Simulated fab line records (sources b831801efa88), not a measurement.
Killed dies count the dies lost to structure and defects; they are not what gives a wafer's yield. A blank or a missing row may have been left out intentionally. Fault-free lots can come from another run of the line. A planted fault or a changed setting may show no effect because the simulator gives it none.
Which of the tools did it? -- flow sky130 -- 14 lots with 42 wafers sampled at 3 steps, on a route of 708 steps

## WHAT THE GAUGES SHOWED, per wafer
SKY_VT_ADJUST_NCORE_TW_MEAS_11.
lot,measured,on,VT_ADJUST_NCORE_TW
L921,day 8 11:02,filmMetro-02,216.1 214.8 216.1
L922,day 8 18:00,filmMetro-01,217.5 217.9 217.9
L923,day 9 00:46,filmMetro-01,216.7 217.9 215.7
L924,day 9 09:07,filmMetro-02,217.2 215.4 216.1
L927,day 10 08:12,filmMetro-01,217.9 216.5 217.0
L929,day 10 19:52,filmMetro-02,216.0 216.2 217.7
L930,day 11 03:32,filmMetro-03,219.9 220.5 219.1
L931,day 11 10:49,filmMetro-03,219.9 219.5 220.0
L932,day 11 22:54,filmMetro-01,215.9 217.2 218.0
L933,day 12 09:17,filmMetro-02,216.1 216.1 215.7
L937,day 13 06:01,filmMetro-03,141.6 141.8 142.0
L939,day 13 23:49,filmMetro-03,141.3 141.8 140.7
L940,day 14 04:59,filmMetro-02,215.2 216.3 215.1
L944,day 15 08:02,filmMetro-03,220.9 221.6 221.5

SKY_LI_CONTACT_CD_MEAS_12 targets a cd of 170 nm.
lot,measured,on,cdNm (nm)
L921,day 29 04:59,cdSem-02,169.5 169.6 171.0
L922,day 29 11:40,cdSem-01,168.3 169.1 168.1
L923,day 30 05:19,cdSem-01,171.4 170.4 169.4
L924,day 30 04:57,cdSem-01,168.5 169.9 170.8
L927,day 31 07:04,cdSem-02,170.9 170.1 170.8
L929,day 31 18:02,cdSem-02,172.4 171.2 171.6
L930,day 32 04:56,cdSem-02,170.3 169.5 170.3
L931,day 32 06:42,cdSem-01,170.3 172.0 170.1
L932,day 33 03:34,cdSem-02,170.0 171.7 169.5
L933,day 33 11:36,cdSem-02,172.8 172.3 171.1
L937,day 34 09:28,cdSem-01,170.2 169.0 170.0
L939,day 35 02:35,cdSem-02,167.9 169.6 170.2
L940,day 35 09:31,cdSem-01,168.5 169.5 168.8
L944,day 36 11:23,cdSem-02,167.9 166.6 169.0

## WHICH TOOL RAN EACH LOT (tool, then ch and the chambers of the sampled wafers, then the start)
lot,SKY_VT_ADJUST_NCORE_IMPLANT_09
L921,"implanter-02 ch 0, day 8 10:47"
L922,"implanter-01 ch 0, day 8 17:45"
L923,"implanter-01 ch 0, day 9 00:33"
L924,"implanter-01 ch 0, day 9 08:52"
L927,"implanter-01 ch 0, day 10 07:59"
L929,"implanter-03 ch 0, day 10 19:39"
L930,"implanter-02 ch 0, day 11 03:18"
L931,"implanter-03 ch 0, day 11 10:34"
L932,"implanter-03 ch 0, day 11 22:39"
L933,"implanter-03 ch 0, day 12 09:03"
L937,"implanter-01 ch 0, day 13 05:46"
L939,"implanter-01 ch 0, day 13 23:34"
L940,"implanter-02 ch 0, day 14 04:46"
L944,"implanter-02 ch 0, day 15 07:47"
- SKY_VT_ADJUST_NCORE_IMPLANT_09

## AS READ BY THE TOOLS THEMSELVES (means over the sampled wafers that have a number; for cases with no such wafer, the mark the record gives instead)
SKY_VT_ADJUST_NCORE_IMPLANT_09.
lot,tool,doseIonsCm2,faradayCurrentUA
L921,implanter-02,2.3989e+12,13.82
L922,implanter-01,2.3991e+12,13.76
L923,implanter-01,2.3997e+12,13.80
L924,implanter-01,2.3984e+12,13.75
L927,implanter-01,2.3998e+12,13.45
L929,implanter-03,2.3994e+12,13.57
L930,implanter-02,2.3955e+12,13.41
L931,implanter-03,2.3998e+12,13.63
L932,implanter-03,2.4006e+12,13.65
L933,implanter-03,2.4029e+12,13.29
L937,implanter-01,4.7920e+11,2.71
L939,implanter-01,4.8290e+11,2.64
L940,implanter-02,2.4006e+12,13.83
L944,implanter-02,2.3982e+12,13.56

## THE ANSWER, worked out from the rows above alone
Rule: the usual values come from the lots themselves. Put in order of their means at a reading, lots are off if they are a third of the lots or fewer, leave a main group of 4 or more, and stand apart from it by a gap of 3 or more times the standard deviation of the main group's means; of several such gaps the widest counts. A main group whose means are all the same, to the digits that the tables above print for the reading, isn't used. A lot without any number at a reading at which 4 lots or more have one is off too. Where the step has rows for the other lots, those lots are counted as sound. After the gauges, taken in route order, come the tools' own readings; for these a lot's mean is taken, as printed above. At the first step where some lot is off, the reading lying furthest off is the one used; lots without a number count as furthest.
Off: L937, L939, seen at SKY_VT_ADJUST_NCORE_TW_MEAS_11 (VT_ADJUST_NCORE_TW). The main group: mean 217.5, standard deviation 1.8.
If a tool, at a process step before that reading, ran all the lots that are off and no sound lot after the first of them, it fits. Not tried: the gauges at SKY_VT_ADJUST_NCORE_TW_MEAS_11; whatever is off there is also off at SKY_VT_ADJUST_NCORE_IMPLANT_09, on other tools, and gauge error can't account for it. One candidate fits, namely implanter-01 at SKY_VT_ADJUST_NCORE_IMPLANT_09. Its last sound lot is L927 (day 10 07:59), its first lot that is off L937 (day 13 05:46): a fault that began between those two fits.
The tool's own readings at SKY_VT_ADJUST_NCORE_IMPLANT_09 bear it out: on the lots that are off they differ by more than 5 times the standard deviation of the sound lots' means. doseIonsCm2 reads 4.8105e+11 there against 2.3994e+12 on the sound lots; faradayCurrentUA reads 2.67 there against 13.63 on the sound lots.

## WHAT WAS PUT IN BY THE SIMULATOR
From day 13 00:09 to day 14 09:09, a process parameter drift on implanter-01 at SKY_VT_ADJUST_NCORE_IMPLANT_09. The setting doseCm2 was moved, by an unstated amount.
Struck lots among those shown: L937, L939. The rule above reached the same finding.
